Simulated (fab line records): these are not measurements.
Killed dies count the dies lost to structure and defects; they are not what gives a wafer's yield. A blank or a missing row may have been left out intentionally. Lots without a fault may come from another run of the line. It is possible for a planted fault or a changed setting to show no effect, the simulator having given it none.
One fault seen from 2 desks -- flow gf180mcu -- each desk holds nothing but its own numbers, with what lay behind them at the end

AT THE METROLOGY DESK
Lot by lot, what the gauges showed, no matter which tool ran the lot: averages of those sampled wafers that carry a number. The brackets show how far a lot's mean lies from the usual mean; more than 4 standard deviations puts the lot out of limits, marked OUT.
Columns: A = V3_BOW at GF_V3_BOW_MEAS_05, usual 117 um
lot,first seen here,A
L745,day 22 04:13,99
L748,day 23 02:47,108
L749,day 23 13:57,120
L750,day 24 04:01,121
L751,day 24 05:44,120
L752,day 24 14:56,119
L754,day 25 08:35,124
L756,day 25 23:53,113
L757,day 26 09:03,109
L759,day 27 03:29,116
L763,day 28 09:33,111
L766,day 28 23:58,123
L765,day 29 01:11,120
Result from this desk: across the 13 lots, nothing is out of limits.

TOOL OWNER'S DESK, cvd_w-01
The tool's own readings at GF_V3_CVD_23 (deposits W, target thk 350 nm, time 104.9 s): means of the sampled wafers that have a number, for each lot that ran on this tool. The brackets show how far a lot's mean lies from the usual mean; more than 4 standard deviations puts the lot out of limits, marked OUT.
Columns: A = chamber_pressure_Torr at GF_V3_CVD_23, usual 40.00 Torr; B = heater_power_w at GF_V3_CVD_23, usual 838 W
lot,first seen here,A,B
L745,day 23 03:59,39.88,857
L748,day 24 01:52,40.04,868
L749,day 24 13:25,39.91,842
L750,day 25 02:14,39.98,858
L751,day 25 04:41,40.05,817
L752,day 25 13:46,39.99,826
L754,day 26 06:31,40.04,871
L756,day 26 21:27,40.92 (+11) OUT,825
L757,day 27 06:10,41.59 (+18) OUT,882
L766,day 29 19:24,39.97,855
L765,day 29 21:21,39.95,888
Finding of this desk: L756, L757 out of limits; the first was L756 at day 26 21:27, on chamber_pressure_Torr at GF_V3_CVD_23. L745, L748, L749, L750, L751, L752, L754, L766, L765: within limits.

TAKEN TOGETHER
An alarm could have come from the tool owner's desk at day 26 21:27, on L756, L757.
At the metrology desk, nothing out of limits was observed.
The metrology desk holds a record of L756, L757, inside its limits.
All the named lots went through GF_V3_CVD_23 on cvd_w-01.

WHAT WAS PUT IN BY THE SIMULATOR
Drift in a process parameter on cvd_w-01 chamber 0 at GF_V3_CVD_23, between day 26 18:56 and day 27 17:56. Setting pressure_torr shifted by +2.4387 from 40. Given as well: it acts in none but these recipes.
Struck lots among those shown: L756, L757.
Each desk's first reading out of limits, in hours after the fault started: the tool owner's desk, 3.
